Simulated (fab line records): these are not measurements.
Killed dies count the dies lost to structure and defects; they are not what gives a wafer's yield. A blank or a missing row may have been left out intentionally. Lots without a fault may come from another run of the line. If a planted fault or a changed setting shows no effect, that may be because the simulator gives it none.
The same fault as seen by 2 desks | flow sky130 | every desk sees just its own numbers, and what lay behind them comes last

METROLOGY DESK
Means of the sampled wafers that have a number, per lot and without regard to the tool the lot ran on: this is what the gauges read. The brackets show how far a lot's mean lies from the usual mean; more than 4 standard deviations puts the lot out of limits, marked OUT.
Columns: A = VT_ADJUST_NCORE_TW at SKY_VT_ADJUST_NCORE_TW_MEAS_11, usual 218.9; B = VT_ADJUST_HVTR_OVL at SKY_VT_ADJUST_HVTR_OVL_MEAS_08, usual 0.3 nm
lot  | first seen here | A     | B
L716 | day 8 11:56     | 220.6 | 0.9
L717 | day 8 20:35     | 218.0 | -0.8
L718 | day 9 01:02     | 217.8 | 1.8
L719 | day 9 14:58     | 218.2 | 2.6
L720 | day 9 21:31     | 217.9 | -0.4
L721 | day 10 07:37    | 220.9 | -0.7
L724 | day 11 03:16    | 216.2 | -0.2
L725 | day 11 07:42    | 218.9 | -1.2
L727 | day 11 20:07    | 220.8 | -0.4
L729 | day 12 11:37    | 221.2 | -0.4
L730 | day 12 18:38    | 216.1 | 1.1
L731 | day 12 20:46    | 217.2 | 0.2
L734 | day 13 23:40    | 216.5 | 0.9
L736 | day 14 10:44    | 217.3 | 1.1
Finding of this desk: none of the 14 lots has anything out of limits.

DESK OF THE TOOL OWNER: wet_bench-01
The tool's own readings at SKY_SONOS_TUNNEL_WET_ETCH_10 (etches SiO2 in dHF, target depth 14 nm, time 280 s): means of the sampled wafers that have a number, for each lot that ran on this tool. The brackets show how far a lot's mean lies from the usual mean; more than 4 standard deviations puts the lot out of limits, marked OUT.
Columns: A = run_length_s at SKY_SONOS_TUNNEL_WET_ETCH_10, usual 308 s
lot  | first seen here | A
L717 | day 11 15:10    | 308
L724 | day 14 02:16    | 305
L727 | day 14 22:46    | 164 (-39) OUT
L729 | day 15 15:23    | 157 (-41) OUT
This desk's verdict: out of limits on L727, L729, starting with L727 at day 14 22:46 (run_length_s at SKY_SONOS_TUNNEL_WET_ETCH_10). L717, L724: within limits.

BROUGHT TOGETHER
The tool owner's desk could have raised an alarm at day 14 22:46, on L727, L729.
Metrology desk: nothing out of limits seen.
The metrology desk holds a record of L727, L729, inside its limits.
Every lot named ran SKY_SONOS_TUNNEL_WET_ETCH_10 on wet_bench-01.

WHAT HAD BEEN PUT IN BY THE SIMULATOR
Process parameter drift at SKY_SONOS_TUNNEL_WET_ETCH_10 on wet_bench-01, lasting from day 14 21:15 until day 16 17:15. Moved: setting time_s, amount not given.
Lots struck among those shown: L727, L729.
Time in hours from fault onset to the first out-of-limits reading at each desk: the tool owner's desk, 2.
